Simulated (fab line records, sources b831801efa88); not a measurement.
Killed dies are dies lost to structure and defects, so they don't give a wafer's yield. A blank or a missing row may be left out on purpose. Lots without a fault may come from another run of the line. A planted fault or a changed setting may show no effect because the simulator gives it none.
fab line records | flow gf180mcu
record lots=5 wafers=15 last_day=33
route steps=602 shown M4@464 V4@476 MIM@503
lots that met no fault: from a run of the same line without faults
start_h: hours from the record's first day to the start of the lot's first wafer shown | wait_h: hours since the lot's step before | " the same as in the row above | L1.1+2: a row that stands for several wafers | - no value, or no start given | * or withheld: withheld | < > ~ a bound
route shown NAME@n: a module of which the file shows steps, and the number in the route of the first | usual: mean/standard deviation of fault-free wafers | same: alike in all rows | chamber/n: place in a boat | sites: the reading at each site | _std_site: their standard deviation | _edge_site: outer sites' mean less inner sites' | radius_mm: how far each site lies from the wafer's centre | mask NAME#n: copy n | behind: the tool/chamber that last shaped the wafer | hold: why the lot was held/for how many hours/how that ended | device: the transistor (n, p or np) that didn't switch | end of line: the same wafers' tests at the end of the route | a step without rows: its recipe alone | killed: dies lost to structure and defects at the first sort, not the wafer's yield | map: a wafer's dies, x killed, . not, _ none there
set.NAME: the setting as run; set.NAME@STEP: as run at that earlier step | model.NAME: the simulator's own value behind a step, which no gauge read
lots at some steps of the route; a table a step, a row a wafer
services: from which hour (start_h, from the record's first day; less than 0 if before it) a tool's chamber was out of use, for how many hours, and why
## steps
# step GF_M4_HMDS_08
# recipe prime_time_s=60 prime_temp_c=120
# columns lot.wafer tool chamber start_h wait_h
L074.2+3+4 litho_track-02 0 523.32 0.1
L081.1+4+5 litho_track-02 0 587.59 0.1
L085.1+2+4 litho_track-02 0 621.94 0.1
L087.1+3+4 litho_track-02 0 631.19 0.1
L093.1+3+6 litho_track-01 0 674.50 0.1
# step GF_M4_COAT_09
# recipe resist=KrF spin_rpm=withheld resist_thk_nm=1000
# columns lot.wafer tool chamber start_h wait_h
L074.2+3+4 litho_track-02 0 523.47 0.1
L081.1+4+5 litho_track-02 0 587.74 0.1
L085.1+2+4 litho_track-02 0 622.09 0.1
L087.1+3+4 litho_track-02 0 631.34 0.1
L093.1+3+6 litho_track-01 0 674.65 0.1
# step GF_M4_SOFTBAKE_10
# recipe temp_c=130 time_s=60 resist=KrF
# columns lot.wafer tool chamber start_h wait_h
L074.2+3+4 litho_track-02 0 523.62 0.1
L081.1+4+5 litho_track-02 0 587.89 0.1
L085.1+2+4 litho_track-02 0 622.24 0.1
L087.1+3+4 litho_track-02 0 631.49 0.1
L093.1+3+6 litho_track-01 0 674.80 0.1
# step GF_M4_EXPOSE_11
# recipe mask_id=Metal4 target_cd_nm=280 na=0.68 source_shape=conventional sigma_outer=0.6 dose_mj=28
# same sigma_outer=0.6
# columns lot.wafer tool chamber start_h wait_h mask
L074.2+3+4 krf_scanner-01 0 - - Metal4#0
L081.1+4+5 krf_scanner-02 0 - - Metal4#0
L085.1+2+4 krf_scanner-01 0 - - Metal4#0
L087.1+3+4 krf_scanner-02 0 - - Metal4#0
L093.1+3+6 krf_scanner-01 0 - - Metal4#0
# step GF_M4_PEB_12
# recipe peb_temp_c=135 peb_time_s=90 resist=KrF
# same peb_time_s=90
# columns lot.wafer tool chamber start_h wait_h
L074.2+3+4 litho_track-02 0 - -
L081.1+4+5 litho_track-01 0 - -
L085.1+2+4 litho_track-02 0 - -
L087.1+3+4 litho_track-03 0 - -
L093.1+3+6 litho_track-01 0 - -
# step GF_M4_DEVELOP_13
# recipe develop_time_s=60 dev_temp_c=21
# columns lot.wafer tool chamber start_h wait_h
L074.2+3+4 litho_track-02 0 535.17 0.2
L081.1+4+5 litho_track-01 0 598.25 0.2
L085.1+2+4 litho_track-02 0 632.19 0.2
L087.1+3+4 litho_track-03 0 641.70 0.2
L093.1+3+6 litho_track-01 0 683.90 0.2
# step GF_M4_CD_MEAS_14
# recipe target_cd_nm=280
# usual cd_nm=280.2/1.1
# columns lot.wafer tool chamber start_h wait_h cd_nm
L074.2 cd_sem-02 - 535.31 0.1 281.5
L074.3 " - " " 282.6
L074.4 " - " " 281.7
L081.1 cd_sem-01 - 598.40 0.1 279.2
L081.4 " - " " 279.8
L081.5 " - " " 280.2
L085.1 cd_sem-02 - 632.34 0.1 280.5
L085.2 " - " " 281.8
L085.4 " - " " 281.8
L087.1 cd_sem-02 - 641.85 0.1 279.0
L087.3 " - " " 278.6
L087.4 " - " " 279.2
L093.1 cd_sem-02 - 684.05 0.1 279.8
L093.3 " - " " 279.6
L093.6 " - " " 280.1
# step GF_M4_OVL_MEAS_15
# usual M4_OVL=-2/5
# columns lot.wafer tool chamber start_h wait_h M4_OVL[nm]
L074.2 overlay-02 - 535.42 0.1 -10
L074.3 " - " " -3
L074.4 " - " " -10
L081.1 overlay-02 - 598.52 0.1 -1
L081.4 " - " " -6
L081.5 " - " " -1
L085.1 overlay-02 - 632.46 0.1 6
L085.2 " - " " 3
L085.4 " - " " 0
L087.1 overlay-01 - 641.97 0.1 0
L087.3 " - " " 0
L087.4 " - " " -6
L093.1 overlay-02 - 684.17 0.1 -3
L093.3 " - " " -4
L093.6 " - " " -5
# step GF_M4_METAL_ETCH_16
# recipe chemistry=Cl2/BCl3 mask_material=KrF target_depth_nm=750.8 stop_on=SiO2 pressure_mtorr=8 icp_w=800 bias_w=140 Cl2_flow_sccm=80 bcl3_flow_sccm=40 time_s=125.1
# usual drypump_motor_current_A=5.67/0.3 oes_product_au=0.988/0.0064 throttle_valve_pct=28.233/0.0098
# columns lot.wafer tool chamber start_h wait_h drypump_motor_current_A oes_product_au rf_hours_counter_h throttle_valve_pct
L074.2 rie_metal-01 1 535.45 0.0 5.68 0.990 0 28.234
L074.3 " 0 " " 6.31 0.987 - 28.226
L074.4 " 1 " " 5.69 0.993 - 28.229
L081.1 rie_metal-04 1 598.56 0.0 5.55 0.988 6 28.246
L081.4 " 1 " " 5.57 0.980 - 28.219
L081.5 " 0 " " 5.57 0.987 - 28.227
L085.1 rie_metal-04 0 632.50 0.0 5.57 0.976 13 28.221
L085.2 " 1 " " 5.54 0.984 7 28.227
L085.4 " 1 " " 5.56 0.994 - 28.228
L087.1 rie_metal-02 0 642.01 0.0 5.02 0.989 9 28.225
L087.3 " 1 " " 5.73 0.990 - 28.218
L087.4 " 0 " " 5.01 0.992 - 28.231
L093.1 rie_metal-02 0 684.20 0.0 4.99 0.992 11 28.232
L093.3 " 0 " " 5.00 0.991 - 28.226
L093.6 " 0 " " 5.02 1.000 - 28.229
# step GF_M4_STRIP_17
# recipe chemistry=O2/N2 power_w=1400 pressure_mtorr=1500 platen_temp_c=250 o2_flow_sccm=3000 n2_flow_sccm=300 overash_fraction=0.5
# usual drypump_motor_current_A=6.02/0.25 heater_power_w=358/26 oes_product_au=0.538/0.0048 strip_time_to_endpoint_s=7.41/0.038
# same overash_fraction=0.5
# columns lot.wafer tool chamber start_h wait_h drypump_motor_current_A heater_power_w oes_product_au rf_hours_counter_h strip_time_to_endpoint_s
L074.2 plasma_asher-04 0 535.58 0.1 5.85 343 0.542 91 7.38
L074.3 " 0 " " 5.86 348 0.538 - 7.39
L074.4 " 1 " " 5.98 399 0.538 - 7.41
L081.1 plasma_asher-04 0 598.68 0.1 5.85 343 0.546 97 7.43
L081.4 " 1 " " 5.95 401 0.535 - 7.35
L081.5 " 1 " " 5.96 399 0.533 - 7.43
L085.1 plasma_asher-01 0 632.63 0.1 6.60 324 0.544 50 7.42
L085.2 " 1 " " 5.77 357 0.545 50 7.40
L085.4 " 1 " " 5.78 365 0.537 - 7.38
L087.1 plasma_asher-02 1 642.14 0.1 6.11 375 0.534 84 7.42
L087.3 " 0 " " 5.91 346 0.536 - 7.41
L087.4 " 1 " " 6.11 375 0.541 - 7.37
L093.1 plasma_asher-01 0 684.33 0.1 6.62 322 0.536 55 7.41
L093.3 " 0 " " 6.60 316 0.542 - 7.39
L093.6 " 0 " " 6.60 317 0.544 - 7.36
# step GF_M4_STRIP_18
# recipe chemistry=post_etch_residue_remover time_s=1200 temp_c=72.5
# columns lot.wafer tool chamber start_h wait_h
L074.2+3+4 wet_bench-03 1 535.68 0.1
L081.1+4+5 wet_bench-01 1 598.78 0.1
L085.1+2+4 wet_bench-01 0 632.73 0.1
L087.1+3+4 wet_bench-04 1 642.24 0.1
L093.1+3+6 wet_bench-03 2 684.43 0.1
# step GF_M4_CLEAN_19
# recipe chemistry=DIW dry=n2_spin
# columns lot.wafer tool chamber start_h wait_h
L074.2+3+4 wet_bench-01 0 536.02 0.0
L081.1+4+5 wet_bench-03 1 599.13 0.0
L085.1+2+4 wet_bench-04 0 633.07 0.0
L087.1+3+4 wet_bench-03 1 642.61 0.0
L093.1+3+6 wet_bench-04 2 684.78 0.0
# step GF_V4_CVD_00
# recipe material=SiO2 target_thk_nm=600 sigma_open_frac=0.3 temp_c=400 time_s=100 sih4_flow_sccm=60 pressure_mtorr=6
# columns lot.wafer tool chamber start_h wait_h
L074.2+3+4 hdpcvd-02 2,0,2 536.11 0.0
L081.1+4+5 hdpcvd-02 1,1,0 599.22 0.0
L085.1+2+4 hdpcvd-02 1,2,0 633.17 0.0
L087.1+3+4 hdpcvd-02 0,2,1 642.70 0.0
L093.1+3+6 hdpcvd-01 0,2,0 684.87 0.0
# step GF_V4_THK_MEAS_01
# recipe reads=SiO2_of_V4_CVD_00
# usual V4_CVD_00_THK=600/7.4
# columns lot.wafer tool chamber start_h wait_h V4_CVD_00_THK[nm]
L074.2 film_metro-04 - 536.19 0.0 612
L074.3 " - " " 608
L074.4 " - " " 612
L081.1 film_metro-04 - 599.29 0.0 597
L081.4 " - " " 600
L081.5 " - " " 592
L085.1 film_metro-04 - 633.30 0.1 596
L085.2 " - " " 590
L085.4 " - " " 590
L087.1 film_metro-01 - 642.78 0.0 593
L087.3 " - " " 593
L087.4 " - " " 587
L093.1 film_metro-02 - 684.94 0.0 604
L093.3 " - " " 602
L093.6 " - " " 612
# step GF_V4_CVD_02
# recipe material=SiO2 target_thk_nm=850 precursor=TEOS temp_c=400 time_s=94.851 rf_w=600
# usual heater_power_w=672/83
# columns lot.wafer tool chamber start_h wait_h heater_power_w since_wet_clean_h
L074.2 pecvd-04 0 536.24 0.0 672 778
L074.3 " 1 " " 715 778
L074.4 " 0 " " 713 -
L081.1 pecvd-02 2 599.35 0.1 652 216
L081.4 " 1 " " 783 -
L081.5 " 2 " " 686 -
L085.1 pecvd-01 1 633.36 0.1 609 459
L085.2 " 2 " " 802 459
L085.4 " 1 " " 644 -
L087.1 pecvd-02 2 642.84 0.1 591 260
L087.3 " 2 " " 648 -
L087.4 " 0 " " 616 -
L093.1 pecvd-04 1 685.00 0.1 630 80
L093.3 " 2 " " 616 80
L093.6 " 0 " " 788 -
# step GF_V4_THK_MEAS_03
# recipe reads=SiO2_of_V4_CVD_02
# usual V4_CVD_02_THK=852/11
# columns lot.wafer tool chamber start_h wait_h V4_CVD_02_THK[nm]
L074.2 film_metro-02 - 536.32 0.0 846
L074.3 " - " " 847
L074.4 " - " " 865
L081.1 film_metro-01 - 599.42 0.0 848
L081.4 " - " " 869
L081.5 " - " " 861
L085.1 film_metro-01 - 633.43 0.0 834
L085.2 " - " " 831
L085.4 " - " " 846
L087.1 film_metro-04 - 642.94 0.1 831
L087.3 " - " " 850
L087.4 " - " " 848
L093.1 film_metro-04 - 685.07 0.0 857
L093.3 " - " " 853
L093.6 " - " " 872
# step GF_V4_CMP_04
# recipe material=SiO2 down_force_psi=4 platen_rpm=60 pad_velocity_m_s=0.94248
# usual motor_current_A=12.0/1.6 time_to_endpoint_s=81/4.7
# columns lot.wafer tool chamber start_h wait_h motor_current_A time_to_endpoint_s
L074.3 cmp-01 2 536.37 0.0 11.7 82
L074.4 " 0 " " 10.8 85
L074.2 " 1 " " 11.9 82
L081.4 cmp-01 3 599.53 0.1 11.1 84
L081.1 " 1 " " 11.8 82
L081.5 " 2 " " 11.5 84
L085.4 cmp-01 1 633.73 0.3 11.2 77
L085.2 " 2 " " 11.3 70
L085.1 " 0 " " 11.2 71
L087.4 cmp-01 3 643.00 0.0 11.7 81
L087.3 " 0 " " 11.1 82
L087.1 " 1 " " 11.9 76
L093.1 cmp-01 1 685.23 0.1 12.1 82
L093.3 " 2 " " 11.8 83
L093.6 " 3 " " 11.3 88
# step GF_V4_BOW_MEAS_05
# recipe mode=bow
# usual V4_BOW=135/8.9
# columns lot.wafer tool chamber start_h wait_h V4_BOW[um]
L074.2 film_metro-04 - 536.69 0.1 142
L074.3 " - " " 151
L074.4 " - " " 148
L081.1 film_metro-04 - 599.78 0.1 136
L081.4 " - " " 129
L081.5 " - " " 139
L085.1 film_metro-01 - 634.03 0.1 135
L085.2 " - " " 143
L085.4 " - " " 139
L087.1 film_metro-01 - 643.30 0.1 127
L087.3 " - " " 133
L087.4 " - " " 139
L093.1 film_metro-02 - 685.43 0.1 134
L093.3 " - " " 139
L093.6 " - " " 129
# step GF_V4_DEHYDRATE_06
# recipe temp_c=200 time_s=60
# columns lot.wafer tool chamber start_h wait_h
L074.2+3+4 litho_track-04 0 547.21 10.5
L081.1+4+5 litho_track-02 0 609.69 9.9
L085.1+2+4 litho_track-03 0 643.55 9.5
L087.1+3+4 litho_track-03 0 653.25 9.9
L093.1+3+6 litho_track-04 0 694.13 8.7
# step GF_V4_HMDS_07
# recipe prime_time_s=60 prime_temp_c=120
# columns lot.wafer tool chamber start_h wait_h
L074.2+3+4 litho_track-04 0 547.36 0.1
L081.1+4+5 litho_track-02 0 609.84 0.1
L085.1+2+4 litho_track-03 0 643.70 0.1
L087.1+3+4 litho_track-03 0 653.40 0.1
L093.1+3+6 litho_track-04 0 694.28 0.1
# step GF_V4_COAT_08
# recipe resist=BARC temp_c=withheld time_s=withheld spin_rpm=withheld resist_thk_nm=withheld
# columns lot.wafer tool chamber start_h wait_h
L074.2+3+4 litho_track-04 0 547.51 0.1
L081.1+4+5 litho_track-02 0 609.99 0.1
L085.1+2+4 litho_track-03 0 643.85 0.1
L087.1+3+4 litho_track-03 0 653.55 0.1
L093.1+3+6 litho_track-04 0 694.43 0.1
# step GF_V4_COAT_09
# recipe resist=KrF spin_rpm=withheld resist_thk_nm=1000
# columns lot.wafer tool chamber start_h wait_h
L074.2+3+4 litho_track-04 0 - -
L081.1+4+5 litho_track-02 0 - -
L085.1+2+4 litho_track-03 0 - -
L087.1+3+4 litho_track-03 0 - -
L093.1+3+6 litho_track-04 0 - -
# step GF_V4_SOFTBAKE_10
# recipe temp_c=130 time_s=60 resist=KrF
# columns lot.wafer tool chamber start_h wait_h
L074.2+3+4 litho_track-04 0 - -
L081.1+4+5 litho_track-02 0 - -
L085.1+2+4 litho_track-03 0 - -
L087.1+3+4 litho_track-03 0 - -
L093.1+3+6 litho_track-04 0 - -
# step GF_V4_EXPOSE_11
# recipe mask_id=Via4 target_cd_nm=260 na=0.68 source_shape=conventional sigma_outer=0.6 dose_mj=38
# same sigma_outer=0.6
# columns lot.wafer tool chamber start_h wait_h mask
L074.2+3+4 krf_scanner-02 0 - - Via4#0
L081.1+4+5 krf_scanner-02 0 - - Via4#0
L085.1+2+4 krf_scanner-02 0 - - Via4#0
L087.1+3+4 krf_scanner-02 0 - - Via4#0
L093.1+3+6 krf_scanner-01 0 - - Via4#0
# step GF_V4_PEB_12
# recipe peb_temp_c=135 peb_time_s=90 resist=KrF
# same peb_time_s=90
# columns lot.wafer tool chamber start_h wait_h
L074.2+3+4 litho_track-03 0 - -
L081.1+4+5 litho_track-02 0 - -
L085.1+2+4 litho_track-03 0 - -
L087.1+3+4 litho_track-04 0 - -
L093.1+3+6 litho_track-02 0 - -
# step GF_V4_DEVELOP_13
# recipe develop_time_s=60 resist=KrF dev_temp_c=21
# columns lot.wafer tool chamber start_h wait_h
L074.2+3+4 litho_track-03 0 558.78 0.2
L081.1+4+5 litho_track-02 0 620.44 0.2
L085.1+2+4 litho_track-03 0 654.20 0.2
L087.1+3+4 litho_track-04 0 663.48 0.2
L093.1+3+6 litho_track-02 0 703.94 0.2
# step GF_V4_CD_MEAS_14
# recipe target_cd_nm=260
# usual cd_nm=260.2/1.1
# columns lot.wafer tool chamber start_h wait_h cd_nm
L074.2 cd_sem-01 - 558.94 0.1 260.9
L074.3 " - " " 260.6
L074.4 " - " " 260.9
L081.1 cd_sem-02 - 620.59 0.1 258.4
L081.4 " - " " 260.0
L081.5 " - " " 260.8
L085.1 cd_sem-01 - 654.35 0.1 259.6
L085.2 " - " " 258.4
L085.4 " - " " 259.5
L087.1 cd_sem-01 - 663.63 0.1 262.9
L087.3 " - " " 261.6
L087.4 " - " " 261.3
L093.1 cd_sem-01 - 704.09 0.1 260.7
L093.3 " - " " 260.8
L093.6 " - " " 260.8
# step GF_V4_OVL_MEAS_15
# usual V4_OVL=-1/5.5
# columns lot.wafer tool chamber start_h wait_h V4_OVL[nm]
L074.2 overlay-02 - 559.05 0.1 -1
L074.3 " - " " -6
L074.4 " - " " -5
L081.1 overlay-02 - 620.71 0.1 1
L081.4 " - " " 12
L081.5 " - " " -1
L085.1 overlay-02 - 654.47 0.1 1
L085.2 " - " " -1
L085.4 " - " " 1
L087.1 overlay-01 - 663.75 0.1 6
L087.3 " - " " -2
L087.4 " - " " 3
L093.1 overlay-02 - 704.21 0.1 0
L093.3 " - " " 9
L093.6 " - " " 1
# step GF_V4_ETCH_16
# recipe chemistry=N2/H2 target_depth_a=withheld overetch_a=withheld time_s=withheld target=BARC ion_energy_ev=200 source_w=500 bias_w=100 pressure_mtorr=30 n2_flow_sccm=100 h2_flow_sccm=200
# usual drypump_motor_current_A=5.7/0.41 oes_product_au=0.855/0.0048 throttle_valve_pct=13.225/0.0093
# columns lot.wafer tool chamber start_h wait_h drypump_motor_current_A oes_product_au throttle_valve_pct
L074.2 rie_diel-01 2 559.08 0.0 5.3 0.852 13.231
L074.3 " 3 " " 5.3 0.863 13.233
L074.4 " 0 " " 6.4 0.856 13.241
L081.1 rie_diel-04 0 620.75 0.0 5.4 0.855 13.210
L081.4 " 1 " " 6.0 0.858 13.203
L081.5 " 3 " " 5.0 0.849 13.230
L085.1 rie_diel-04 2 654.51 0.0 6.2 0.843 13.236
L085.2 " 3 " " 5.0 0.861 13.212
L085.4 " 0 " " 5.4 0.854 13.224
L087.1 rie_diel-04 0 663.79 0.0 5.4 0.855 13.240
L087.3 " 3 " " 5.0 0.863 13.228
L087.4 " 1 " " 6.1 0.856 13.230
L093.1 rie_diel-01 0 704.25 0.0 6.4 0.857 13.248
L093.3 " 3 " " 5.3 0.849 13.218
L093.6 " 3 " " 5.3 0.866 13.220
# step GF_V4_ETCH_17
# recipe chemistry=C4F8/O2/Ar mask_material=KrF target=SiO2 stop_on=TiN source_w=1500 bias_w=1200 pressure_mtorr=40 c4f8_flow_sccm=withheld O2_flow_sccm=6 Ar_flow_sccm=300 time_s=withheld target_depth_a=6300
# usual oes_product_au=0.856/0.0044
# columns lot.wafer tool chamber start_h wait_h oes_product_au
L074.2 rie_diel-01 2 - - 0.857
L074.3 " 3 " " 0.857
L074.4 " 0 " " 0.857
L081.1 rie_diel-04 0 - - 0.859
L081.4 " 1 " " 0.857
L081.5 " 3 " " 0.859
L085.1 rie_diel-04 2 - - 0.870
L085.2 " 3 " " 0.851
L085.4 " 0 " " 0.855
L087.1 rie_diel-04 0 - - 0.859
L087.3 " 3 " " 0.858
L087.4 " 1 " " 0.848
L093.1 rie_diel-01 0 - - 0.858
L093.3 " 3 " " 0.863
L093.6 " 3 " " 0.856
# step GF_V4_STRIP_18
# recipe chemistry=O2/N2 power_w=1400 pressure_mtorr=1500 platen_temp_c=250 o2_flow_sccm=3000 n2_flow_sccm=300 overash_fraction=0.5
# usual drypump_motor_current_A=5.86/0.27 heater_power_w=352/33 oes_product_au=0.592/0.0052
# same overash_fraction=0.5
# columns lot.wafer tool chamber start_h wait_h drypump_motor_current_A heater_power_w oes_product_au rf_hours_counter_h
L074.2 plasma_asher-02 1 559.20 - 6.11 368 0.591 76
L074.3 " 0 " " 5.95 339 0.588 -
L074.4 " 1 " " 6.09 376 0.595 -
L081.1 plasma_asher-03 0 620.88 - 5.93 360 0.588 22
L081.4 " 1 " " 5.25 291 0.595 -
L081.5 " 0 " " 5.98 348 0.593 -
L085.1 plasma_asher-02 1 654.63 - 6.11 366 0.597 85
L085.2 " 0 " " 5.91 352 0.595 85
L085.4 " 1 " " 6.11 381 0.596 -
L087.1 plasma_asher-04 1 663.92 - 5.99 406 0.587 104
L087.3 " 1 " " 5.95 405 0.591 -
L087.4 " 0 " " 5.86 350 0.584 -
L093.1 plasma_asher-03 1 704.38 - 5.25 292 0.582 31
L093.3 " 1 " " 5.26 291 0.596 -
L093.6 " 1 " " 5.25 286 0.589 -
# step GF_V4_STRIP_19
# recipe chemistry=post_etch_residue_remover time_s=1200 temp_c=72.5
# columns lot.wafer tool chamber start_h wait_h
L074.2+3+4 wet_bench-02 2 559.30 0.1
L081.1+4+5 wet_bench-02 0 620.98 0.1
L085.1+2+4 wet_bench-02 0 654.73 0.1
L087.1+3+4 wet_bench-01 3 664.02 0.1
L093.1+3+6 wet_bench-01 0 704.48 0.1
# step GF_V4_CLEAN_20
# recipe chemistry=DIW dry=n2_spin
# columns lot.wafer tool chamber start_h wait_h
L074.2+3+4 wet_bench-04 0 559.65 0.0
L081.1+4+5 wet_bench-04 1 621.32 0.0
L085.1+2+4 wet_bench-04 1 655.08 0.0
L087.1+3+4 wet_bench-04 3 664.36 0.0
L093.1+3+6 wet_bench-02 0 704.82 0.0
# step GF_V4_SPUTTER_21
# recipe material=Ti target_thk_nm=15 chamber_pressure_pa=5 power_w=2500 substrate_temp_c=200 time_s=80.02
# usual chamber_pressure_pa=5.000/0.0097 throttle_valve_pct=30.1/1.2
# columns lot.wafer tool chamber start_h wait_h chamber_pressure_pa throttle_valve_pct
L074.2 pvd_sputter-04 - 559.83 0.0 5.005 30.8
L074.3 " - " " 5.006 30.5
L074.4 " - " " 4.992 30.9
L081.1 pvd_sputter-02 - 621.42 0.0 4.991 32.2
L081.4 " - " " 4.992 27.4
L081.5 " - " " 5.004 32.1
L085.1 pvd_sputter-02 - 655.17 0.0 5.004 27.8
L085.2 " - " " 4.997 29.7
L085.4 " - " " 5.016 29.1
L087.1 pvd_sputter-04 - 664.45 0.0 5.001 30.5
L087.3 " - " " 5.007 30.8
L087.4 " - " " 5.003 30.7
L093.1 pvd_sputter-02 - 705.00 0.0 4.974 29.1
L093.3 " - " " 5.008 27.7
L093.6 " - " " 4.992 29.2
# step GF_V4_SPUTTER_22
# recipe material=TiN target_thk_nm=10 chamber_pressure_pa=5 power_w=4000 time_s=40
# usual chamber_pressure_pa=5.001/0.0092 throttle_valve_pct=30.1/1.2
# columns lot.wafer tool chamber start_h wait_h chamber_pressure_pa throttle_valve_pct
L074.2 pvd_sputter-04 - 559.89 0.0 4.976 31.1
L074.3 " - " " 5.003 30.7
L074.4 " - " " 4.994 31.0
L081.1 pvd_sputter-02 - 621.48 0.0 5.006 32.1
L081.4 " - " " 5.018 27.6
L081.5 " - " " 5.014 32.3
L085.1 pvd_sputter-02 - 655.23 0.0 4.998 27.9
L085.2 " - " " 4.987 29.7
L085.4 " - " " 4.995 29.3
L087.1 pvd_sputter-04 - 664.51 0.0 5.004 30.1
L087.3 " - " " 4.998 30.6
L087.4 " - " " 5.001 30.5
L093.1 pvd_sputter-02 - 705.06 0.0 4.995 29.4
L093.3 " - " " 4.993 27.5
L093.6 " - " " 4.995 29.4
# step GF_V4_CVD_23
# recipe material=W target_thk_nm=350 time_s=104.9 temp_c=400 pressure_torr=40
# usual heater_power_w=930/100
# columns lot.wafer tool chamber start_h wait_h heater_power_w since_wet_clean_h
L074.2 cvd_w-01 0 559.93 0.0 1022 656
L074.3 " 1 " " 790 -
L074.4 " 0 " " 1110 -
L081.1 cvd_w-02 1 621.52 0.0 991 218
L081.4 " 1 " " 947 -
L081.5 " 1 " " 951 -
L085.1 cvd_w-01 1 655.27 0.0 791 751
L085.2 " 0 " " 1050 751
L085.4 " 0 " " 1064 -
L087.1 cvd_w-01 0 664.55 0.0 1068 761
L087.3 " 1 " " 790 -
L087.4 " 0 " " 1081 -
L093.1 cvd_w-02 0 705.10 0.0 869 301
L093.3 " 1 " " 992 -
L093.6 " 1 " " 978 -
# step GF_V4_RS_MEAS_24
# recipe thk_meas_gauge=four-point-probe reads=W_of_V4_CVD_23+TiN_of_V4_SPUTTER_22+Ti_of_V4_SPUTTER_21
# usual V4_W_RS=0.327/0.0031
# columns lot.wafer tool chamber start_h wait_h V4_W_RS[ohm/sq]
L074.2 film_metro-04 - 560.06 0.1 0.330
L074.3 " - " " 0.334
L074.4 " - " " 0.331
L081.1 film_metro-01 - 621.74 0.2 0.325
L081.4 " - " " 0.328
L081.5 " - " " 0.329
L085.1 film_metro-01 - 655.38 0.1 0.327
L085.2 " - " " 0.328
L085.4 " - " " 0.323
L087.1 film_metro-01 - 664.66 0.1 0.323
L087.3 " - " " 0.323
L087.4 " - " " 0.328
L093.1 film_metro-02 - 705.21 0.1 0.326
L093.3 " - " " 0.325
L093.6 " - " " 0.329
# step GF_V4_THK_MEAS_25
# recipe thk_meas_gauge=xrf reads=W_of_V4_CVD_23
# usual V4_W_THK=354/6.9
# columns lot.wafer tool chamber start_h wait_h V4_W_THK[nm]
L074.2 film_metro-04 - 560.17 0.1 347
L074.3 " - " " 346
L074.4 " - " " 348
L081.1 film_metro-01 - 621.86 0.1 363
L081.4 " - " " 356
L081.5 " - " " 355
L085.1 film_metro-01 - 655.50 0.1 360
L085.2 " - " " 359
L085.4 " - " " 363
L087.1 film_metro-01 - 664.78 0.1 367
L087.3 " - " " 363
L087.4 " - " " 359
L093.1 film_metro-02 - 705.33 0.1 351
L093.3 " - " " 351
L093.6 " - " " 348
# step GF_V4_CMP_26
# recipe stop_on=SiO2 down_force_psi=3.5 platen_rpm=60 t_overpolish_s=15 target_thk_nm=0 pad_velocity_m_s=0.94248
# usual motor_current_A=11.0/1.5 overpolish_run_s=15.000/0.0098 time_to_endpoint_s=85/3.3
# columns lot.wafer tool chamber start_h wait_h motor_current_A overpolish_run_s time_to_endpoint_s
L074.4 cmp-01 2 560.22 0.0 11.0 14.994 80
L074.3 " 3 " " 10.3 14.984 78
L074.2 " 1 " " 10.7 14.987 84
L081.4 cmp-02 0 622.02 0.1 9.2 14.990 89
L081.1 " 1 " " 15.0 14.983 91
L081.5 " 3 " " 12.0 14.987 89
L085.2 cmp-01 2 655.56 0.0 10.5 15.006 84
L085.1 " 3 " " 10.6 15.003 87
L085.4 " 0 " " 9.9 15.006 84
L087.4 cmp-01 2 664.89 0.1 10.4 15.002 88
L087.3 " 3 " " 10.6 14.992 83
L087.1 " 0 " " 10.1 15.008 87
L093.3 cmp-01 1 705.49 0.1 10.5 14.998 79
L093.1 " 2 " " 10.2 14.991 82
L093.6 " 0 " " 10.0 14.988 82
# step GF_MIM_SPUTTER_00
# recipe material=Ti target_thk_nm=37.5 arriving_ion_energy_ev=80 substrate_temp_c=200 chamber_pressure_pa=2 power_w=4000 time_s=150
# usual chamber_pressure_pa=2.000/0.004 throttle_valve_pct=29.6/1.1
# columns lot.wafer tool chamber start_h wait_h chamber_pressure_pa throttle_valve_pct
L074.2 pvd_sputter-01 - 560.52 0.1 1.999 28.4
L074.3 " - " " 2.007 29.5
L074.4 " - " " 1.999 30.3
L081.1 pvd_sputter-01 - 622.22 0.1 2.006 28.2
L081.4 " - " " 1.997 30.5
L081.5 " - " " 2.004 30.0
L085.1 pvd_sputter-03 - 655.86 0.2 1.997 28.9
L085.2 " - " " 2.000 28.7
L085.4 " - " " 1.999 30.3
L087.1 pvd_sputter-02 - 665.14 0.1 1.999 32.1
L087.3 " - " " 2.003 29.6
L087.4 " - " " 2.009 29.3
L093.1 pvd_sputter-03 - 705.69 0.1 2.001 30.1
L093.3 " - " " 2.004 28.7
L093.6 " - " " 2.000 30.3
# step GF_MIM_SPUTTER_01
# recipe material=TiN target_thk_nm=30 power_w=6500 time_s=25 chamber_pressure_pa=0.4
# usual chamber_pressure_pa=0.3999/0.00083 throttle_valve_pct=29.6/1.1
# columns lot.wafer tool chamber start_h wait_h chamber_pressure_pa throttle_valve_pct
L074.2 pvd_sputter-01 - 560.63 0.1 0.3997 28.0
L074.3 " - " " 0.3983 29.2
L074.4 " - " " 0.4009 30.5
L081.1 pvd_sputter-01 - 622.32 0.1 0.4006 28.2
L081.4 " - " " 0.3988 30.6
L081.5 " - " " 0.4002 29.8
L085.1 pvd_sputter-03 - 655.96 0.1 0.3998 28.6
L085.2 " - " " 0.3998 28.7
L085.4 " - " " 0.3998 30.2
L087.1 pvd_sputter-02 - 665.24 0.1 0.4006 32.0
L087.3 " - " " 0.3999 29.5
L087.4 " - " " 0.3999 29.2
L093.1 pvd_sputter-03 - 705.79 0.1 0.3998 30.1
L093.3 " - " " 0.3999 28.7
L093.6 " - " " 0.3989 30.2
## services
# columns tool chamber start_h hours kind
krf_scanner-01 - 528.61 1.0 pm
krf_scanner-02 - 539.49 1.0 pm
pvd_sputter-01 - 548.92 3.1 repair
krf_scanner-02 - 554.19 2.7 repair
krf_scanner-01 - 557.84 4.4 pm
krf_scanner-02 - 562.21 4.4 pm
krf_scanner-01 - 565.30 0.5 repair
krf_scanner-02 - 569.75 0.8 pm
cmp-01 - 572.00 4.0 pm
krf_scanner-01 - 588.59 0.8 pm
cmp-01 - 590.77 1.1 repair
wet_bench-04 - 592.37 2.5 repair
krf_scanner-02 - 615.85 1.3 pm
pvd_sputter-02 - 626.83 23.9 repair
pvd_sputter-01 - 626.92 1.7 repair
pvd_sputter-02 - 639.47 1.6 repair
rie_diel-01 1 641.60 5.7 repair
pvd_sputter-01 - 641.67 7.1 repair
wet_bench-03 - 647.99 1.9 pm
cmp-01 - 660.24 0.4 repair
pvd_sputter-01 - 661.51 2.3 repair
krf_scanner-01 - 667.15 1.3 pm
krf_scanner-02 - 690.88 2.1 repair
wet_bench-04 - 705.02 4.3 repair
## key
fault none
